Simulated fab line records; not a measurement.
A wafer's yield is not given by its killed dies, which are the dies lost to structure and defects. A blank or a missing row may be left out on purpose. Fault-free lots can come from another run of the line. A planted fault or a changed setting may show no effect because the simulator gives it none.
Chamber matching :: flow sky130 :: SKY_VIA1_ETCH_14 on rieDiel-03: 4 sister chambers
The step etches BARC in N2/H2, stops on SiO2, time 45.9 s, target depth 60 nm. 8 wafers are shown with their chamber, then 7 later ones without.

## WAFERS PAIRED WITH THEIR CHAMBERS
wafer: L080.6
chamber: 2
drypumpMotorCurrentA (A): 5.2
rfFwdPowerW (W): 496.5

wafer: L082.3
chamber: 2
drypumpMotorCurrentA (A): 5.2
rfFwdPowerW (W): 494.6

wafer: L085.1
chamber: 3
drypumpMotorCurrentA (A): 5.2
rfFwdPowerW (W): 494.8

wafer: L088.2
chamber: 3
drypumpMotorCurrentA (A): 5.2
rfFwdPowerW (W): 493.6

wafer: L088.5
chamber: 0
drypumpMotorCurrentA (A): 5.2
rfFwdPowerW (W): 497.4

wafer: L088.6
chamber: 1
drypumpMotorCurrentA (A): 5.5
rfFwdPowerW (W): 492.7

wafer: L093.1
chamber: 1
drypumpMotorCurrentA (A): 5.5
rfFwdPowerW (W): 495.3

wafer: L093.3
chamber: 0
drypumpMotorCurrentA (A): 5.3
rfFwdPowerW (W): 496.0

## WAFERS WITH NO CHAMBER GIVEN
wafer: L093.4
drypumpMotorCurrentA (A): 5.2
rfFwdPowerW (W): 494.5

wafer: L095.4
drypumpMotorCurrentA (A): 5.1
rfFwdPowerW (W): 494.4

wafer: L095.5
drypumpMotorCurrentA (A): 5.5
rfFwdPowerW (W): 492.8

wafer: L095.6
drypumpMotorCurrentA (A): 5.2
rfFwdPowerW (W): 497.0

wafer: L096.1
drypumpMotorCurrentA (A): 5.5
rfFwdPowerW (W): 492.9

wafer: L096.2
drypumpMotorCurrentA (A): 5.2
rfFwdPowerW (W): 496.4

wafer: L096.3
drypumpMotorCurrentA (A): 5.2
rfFwdPowerW (W): 492.5

## WHICH CHAMBER EACH ONE RAN IN
wafer: L093.4
from the rows above: can't be placed: 3 or 2 or 0
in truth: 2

wafer: L095.4
from the rows above: can't be placed: 3 or 2 or 0
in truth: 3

wafer: L095.5
from the rows above: 1
in truth: 1

wafer: L095.6
from the rows above: can't be placed: 2 or 0 or 3
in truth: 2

wafer: L096.1
from the rows above: 1
in truth: 1

wafer: L096.2
from the rows above: can't be placed: 2 or 0 or 3
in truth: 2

wafer: L096.3
from the rows above: can't be placed: 3 or 2
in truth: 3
2 of 7 placed correctly. From these rows, 5 cannot be placed; in 5 the true chamber is one of the candidates. Number placed wrongly: 0.
How it was worked out, from the rows above alone: a wafer's distance from a chamber is the root of the sum, over the readings, of the square of ((its reading less the chamber's mean) divided by the reading's scatter). If the next closest chamber is less than 2 further off than the closest, the wafer can't be placed; otherwise it belongs to the closest. For every chamber, the mean is computed from those of its wafers that are shown. The scatter is the square root of a quotient: the sum, over the shown wafers, of each reading's squared deviation from its chamber's mean, divided by wafers minus chambers.
